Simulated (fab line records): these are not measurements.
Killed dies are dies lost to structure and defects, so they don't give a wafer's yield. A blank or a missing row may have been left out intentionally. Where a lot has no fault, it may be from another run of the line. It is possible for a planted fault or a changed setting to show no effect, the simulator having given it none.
The tool behind it: which one? ; flow sky130 ; 18 wafers from 6 lots sampled at 4 of the route's 708 steps

== WHAT THE GAUGES READ, wafer by wafer ==
SKY_PAD_OPEN_BOW_MEAS_13.
lot;measured;on;PAD_OPEN_BOW (um)
L109;day 46 04:02;film metro-02;30 30 32
L111;day 46 16:16;film metro-04;33 41 41
L113;day 47 06:26;film metro-04;46 44 50
L115;day 47 18:47;film metro-04;67 45 48
L118;day 48 11:53;film metro-01;46 55 45
L121;day 48 23:10;film metro-04;47 37 42

== EACH LOT AND THE TOOL THAT RAN IT (in order: tool; ch and the chambers of the sampled wafers; start) ==
lot;SKY_CONTACT_CVD_00;SKY_CAP2M_SPUTTER_02;SKY_METAL5_STRIP_16
L109;pecvd-03 ch 0,1,2, day 30 21:17;pvd sputter-03, day 40 04:49;plasma asher-01 ch 0,1, day 44 05:49
L111;pecvd-01 ch 0,1,2, day 31 14:57;pvd sputter-03, day 40 16:59;plasma asher-04 ch 0,1, day 44 18:49
L113;pecvd-03 ch 0,1,2, day 32 10:13;pvd sputter-04, day 41 10:53;plasma asher-01 ch 0,1, day 45 10:32
L115;pecvd-03 ch 0,1,2, day 33 02:53;pvd sputter-02, day 42 01:55;plasma asher-03 ch 0,1, day 45 23:26
L118;pecvd-01 ch 0,1, day 34 02:10;pvd sputter-03, day 42 22:20;plasma asher-04 ch 0,1, day 46 17:41
L121;pecvd-03 ch 0,1,2, day 34 20:06;pvd sputter-03, day 43 14:27;plasma asher-04 ch 0,1, day 47 06:58
- SKY_CONTACT_CVD_00: deposits Si3N4, target thk 75 nm.
- SKY_CAP2M_SPUTTER_02: material TiN, target thk 200 nm, time 166.7 s.
- SKY_METAL5_STRIP_16: strips in O2/N2.

== THE ANSWER, worked out from the rows above alone ==
Rule: the lots themselves supply what counts as usual. The widest of any qualifying gaps counts: lots, ordered by their means at a reading, are off when they make up no more than a third of the lots, leave a main group of 4 or more, and stand apart from it by 3 or more times the standard deviation of that group's means. If all means in a main group match to the digits the tables above print for the reading, that group is not used. A lot without any number at a reading at which 4 lots or more have one is off too. All remaining lots with rows at the step are treated as sound.
None of the lots is off at any reading shown; this tells nothing.

== WHAT THE SIMULATOR PUT IN ==
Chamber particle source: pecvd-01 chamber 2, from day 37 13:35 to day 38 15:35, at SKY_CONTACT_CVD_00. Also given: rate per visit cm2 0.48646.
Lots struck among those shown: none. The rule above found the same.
